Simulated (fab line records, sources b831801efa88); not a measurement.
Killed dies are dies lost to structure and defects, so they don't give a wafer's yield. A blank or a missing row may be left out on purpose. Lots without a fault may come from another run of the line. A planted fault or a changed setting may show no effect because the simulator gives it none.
Which tool did it? | flow gf180mcu | 13 lots, 39 wafers sampled, at 4 steps of a route of 602

WHAT THE GAUGES READ, wafer by wafer
GF_PASSIVATION_THK_MEAS_03.
lot  | measured     | on            | PASSIVATION_CVD_02_THK (nm)
L492 | day 28 03:42 | film_metro-02 | 682 705 690
L495 | day 29 04:23 | film_metro-04 | 714 703 702
L496 | day 29 17:40 | film_metro-03 | 685 706 702
L498 | day 30 03:23 | film_metro-03 | 703 714 709
L499 | day 30 14:23 | film_metro-02 | 701 704 714
L500 | day 30 16:40 | film_metro-04 | 685 701 702
L502 | day 31 02:34 | film_metro-04 | 691 704 705
L503 | day 31 13:02 | film_metro-04 | 709 706 706
L504 | day 31 17:32 | film_metro-02 | 695 694 701
L507 | day 32 14:27 | film_metro-02 | 695 692 694
L508 | day 32 18:45 | film_metro-03 | 708 702 698
L510 | day 33 03:25 | film_metro-02 | 700 690 704
L513 | day 33 22:36 | film_metro-04 | 700 717 710

WHICH TOOL RAN EACH LOT (tool, then ch and the chambers of the sampled wafers, then the start)
lot  | GF_V5_STRIP_18                       | GF_TOP_METAL_SPUTTER_03      | GF_TOP_METAL_SPUTTER_04
L492 | plasma_asher-04 ch 0,1, day 27 05:19 | pvd_sputter-03, day 27 06:44 | pvd_sputter-03, day 27 06:46
L495 | plasma_asher-02 ch 0,1, day 28 06:31 | pvd_sputter-04, day 28 07:53 | pvd_sputter-04, day 28 07:55
L496 | plasma_asher-03 ch 0,1, day 28 19:14 | pvd_sputter-03, day 28 20:37 | pvd_sputter-03, day 28 20:37
L498 | plasma_asher-04 ch 0,1, day 29 06:11 | pvd_sputter-02, day 29 07:40 | pvd_sputter-02, day 29 07:41
L499 | plasma_asher-04 ch 0,1, day 29 16:37 | pvd_sputter-04, day 29 18:04 | pvd_sputter-04, day 29 18:05
L500 | plasma_asher-04 ch 0,1, day 29 18:50 | pvd_sputter-03, day 29 20:37 | pvd_sputter-03, day 29 20:38
L502 | plasma_asher-03 ch 0,1, day 30 06:11 | pvd_sputter-02, day 30 07:34 | pvd_sputter-02, day 30 07:35
L503 | plasma_asher-02 ch 0,1, day 30 16:19 | pvd_sputter-04, day 30 17:44 | pvd_sputter-04, day 30 17:45
L504 | plasma_asher-04 ch 0,1, day 30 21:40 | pvd_sputter-03, day 30 23:04 | pvd_sputter-03, day 30 23:05
L507 | plasma_asher-02 ch 0,1, day 31 19:31 | pvd_sputter-02, day 31 20:54 | pvd_sputter-02, day 31 20:55
L508 | plasma_asher-04 ch 0,1, day 31 23:05 | pvd_sputter-03, day 32 00:34 | pvd_sputter-03, day 32 00:35
L510 | plasma_asher-04 ch 0,1, day 32 08:52 | pvd_sputter-04, day 32 10:23 | pvd_sputter-04, day 32 10:25
L513 | plasma_asher-02 ch 0,1, day 33 04:51 | pvd_sputter-04, day 33 06:23 | pvd_sputter-04, day 33 06:25
- GF_V5_STRIP_18: strips in O2/N2.
- GF_TOP_METAL_SPUTTER_03: material Ti, target thk 5 nm, time 3.3 s.
- GF_TOP_METAL_SPUTTER_04: material TiN, target thk 25 nm, time 20.8 s.

WHAT THE TOOLS THEMSELVES READ (means of the sampled wafers that have a number; where no wafer has one, the mark that the record gives instead)
GF_V5_STRIP_18.
lot  | tool            | drypump_motor_current_A (A) | heater_power_w (W) | oes_product_au (a.u.)
L492 | plasma_asher-04 | 5.63                        | 307                | 0.565
L495 | plasma_asher-02 | 5.94                        | 280                | 0.564
L496 | plasma_asher-03 | 5.74                        | 334                | 0.569
L498 | plasma_asher-04 | 5.52                        | 305                | 0.568
L499 | plasma_asher-04 | 5.62                        | 312                | 0.565
L500 | plasma_asher-04 | 5.65                        | 311                | 0.574
L502 | plasma_asher-03 | 5.83                        | 333                | 0.574
L503 | plasma_asher-02 | 6.04                        | 303                | 0.566
L504 | plasma_asher-04 | 5.63                        | 307                | 0.575
L507 | plasma_asher-02 | 5.94                        | 279                | 0.571
L508 | plasma_asher-04 | 5.64                        | 308                | 0.568
L510 | plasma_asher-04 | 5.64                        | 312                | 0.566
L513 | plasma_asher-02 | 5.94                        | 277                | 0.569

GF_TOP_METAL_SPUTTER_03.
lot  | tool           | throttle_valve_pct (%)
L492 | pvd_sputter-03 | 30.7
L495 | pvd_sputter-04 | 30.7
L496 | pvd_sputter-03 | 30.2
L498 | pvd_sputter-02 | 29.7
L499 | pvd_sputter-04 | 30.3
L500 | pvd_sputter-03 | 29.7
L502 | pvd_sputter-02 | 30.5
L503 | pvd_sputter-04 | 30.1
L504 | pvd_sputter-03 | 29.8
L507 | pvd_sputter-02 | 30.4
L508 | pvd_sputter-03 | 30.1
L510 | pvd_sputter-04 | 30.3
L513 | pvd_sputter-04 | 31.1

GF_TOP_METAL_SPUTTER_04.
lot  | tool           | throttle_valve_pct (%)
L492 | pvd_sputter-03 | 30.6
L495 | pvd_sputter-04 | 30.7
L496 | pvd_sputter-03 | 30.4
L498 | pvd_sputter-02 | 29.6
L499 | pvd_sputter-04 | 30.3
L500 | pvd_sputter-03 | 29.8
L502 | pvd_sputter-02 | 30.4
L503 | pvd_sputter-04 | 30.1
L504 | pvd_sputter-03 | 30.0
L507 | pvd_sputter-02 | 30.4
L508 | pvd_sputter-03 | 30.1
L510 | pvd_sputter-04 | 30.4
L513 | pvd_sputter-04 | 31.2

THE ANSWER, worked out from the rows above alone
Rule: what is usual is taken from the lots themselves. Put in order of their means at a reading, lots are off if they are a third of the lots or fewer, leave a main group of 4 or more, and stand apart from it by a gap of 3 or more times the standard deviation of the main group's means; of several such gaps the widest counts. A main group whose means are all the same, to the digits that the tables above print for the reading, isn't used. A lot without any number at a reading at which 4 lots or more have one is off too. The other lots that the step has rows for count as sound. The gauges are gone through in route order, then the tools' own readings, and for those a lot's mean is taken as printed above. The first step at which some lot is off is used, and at that step the reading that is off furthest; a lot without a number counts as furthest.
No lot is off at any reading shown: from this, nothing can be told.

WHAT THE SIMULATOR HAD PUT IN
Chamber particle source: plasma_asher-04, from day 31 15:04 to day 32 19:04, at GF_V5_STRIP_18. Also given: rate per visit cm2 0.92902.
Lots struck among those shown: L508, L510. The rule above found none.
